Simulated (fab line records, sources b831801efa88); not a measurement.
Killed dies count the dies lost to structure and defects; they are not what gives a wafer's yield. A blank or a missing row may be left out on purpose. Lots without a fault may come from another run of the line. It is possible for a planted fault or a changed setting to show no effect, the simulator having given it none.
Matching of chambers :: flow sky130 :: rie-diel-01 running SKY_CONTACT_ETCH_17: 4 sister chambers
The step etches SiO2 in C4F8/O2/Ar, stops on Si3N4, target depth 340 nm. 8 wafers are shown with their chamber, then 10 later ones without.

WAFERS WITH THEIR CHAMBER
wafer: L080.4
chamber: 0
oes-product-au (a.u.): 0.892
bias-w (W): 1193

wafer: L083.1
chamber: 0
oes-product-au (a.u.): 0.893
bias-w (W): 1199

wafer: L085.4
chamber: 3
oes-product-au (a.u.): 0.896
bias-w (W): 1202

wafer: L086.2
chamber: 1
oes-product-au (a.u.): 0.884
bias-w (W): 1199

wafer: L086.4
chamber: 3
oes-product-au (a.u.): 0.891
bias-w (W): 1196

wafer: L086.6
chamber: 2
oes-product-au (a.u.): 0.893
bias-w (W): 1203

wafer: L089.1
chamber: 2
oes-product-au (a.u.): 0.891
bias-w (W): 1209

wafer: L089.4
chamber: 1
oes-product-au (a.u.): 0.893
bias-w (W): 1200

WAFERS WITH NO CHAMBER GIVEN
wafer: L089.6
oes-product-au (a.u.): 0.895
bias-w (W): 1196

wafer: L092.1
oes-product-au (a.u.): 0.888
bias-w (W): 1198

wafer: L092.4
oes-product-au (a.u.): 0.889
bias-w (W): 1206

wafer: L092.6
oes-product-au (a.u.): 0.881
bias-w (W): 1198

wafer: L094.1
oes-product-au (a.u.): 0.889
bias-w (W): 1205

wafer: L094.4
oes-product-au (a.u.): 0.893
bias-w (W): 1198

wafer: L094.6
oes-product-au (a.u.): 0.890
bias-w (W): 1197

wafer: L095.1
oes-product-au (a.u.): 0.881
bias-w (W): 1198

wafer: L095.3
oes-product-au (a.u.): 0.893
bias-w (W): 1203

wafer: L095.6
oes-product-au (a.u.): 0.886
bias-w (W): 1203

CHAMBER TAKEN BY EACH
wafer: L089.6
from the rows above: can't be placed: 0 or 3 or 1
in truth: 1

wafer: L092.1
from the rows above: can't be placed: 1 or 0 or 3 or 2
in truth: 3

wafer: L092.4
from the rows above: can't be placed: 2 or 1 or 3
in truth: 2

wafer: L092.6
from the rows above: can't be placed: 1 or 0 or 3 or 2
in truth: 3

wafer: L094.1
from the rows above: can't be placed: 2 or 1 or 3 or 0
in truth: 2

wafer: L094.4
from the rows above: can't be placed: 3 or 0 or 1 or 2
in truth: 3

wafer: L094.6
from the rows above: can't be placed: 0 or 1 or 3 or 2
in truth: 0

wafer: L095.1
from the rows above: can't be placed: 1 or 0 or 3 or 2
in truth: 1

wafer: L095.3
from the rows above: can't be placed: 2 or 3 or 1 or 0
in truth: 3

wafer: L095.6
from the rows above: can't be placed: 1 or 2 or 3 or 0
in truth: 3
Correct placement for 0 of the 10. These rows do not allow placing 10 (true chamber among the candidates in 10). 0 placed wrongly.
How it was worked out, from the rows above alone: a wafer's distance from a chamber is the root of the sum, over the readings, of the square of ((its reading less the chamber's mean) divided by the reading's scatter). If the next closest chamber is less than 2 further off than the closest, the wafer can't be placed; otherwise it belongs to the closest. A chamber's mean is the mean of its shown wafers. How the scatter is found: for the shown wafers, subtract from each reading the mean of its chamber, square and add these, divide the total by (wafers less chambers), then take the root.
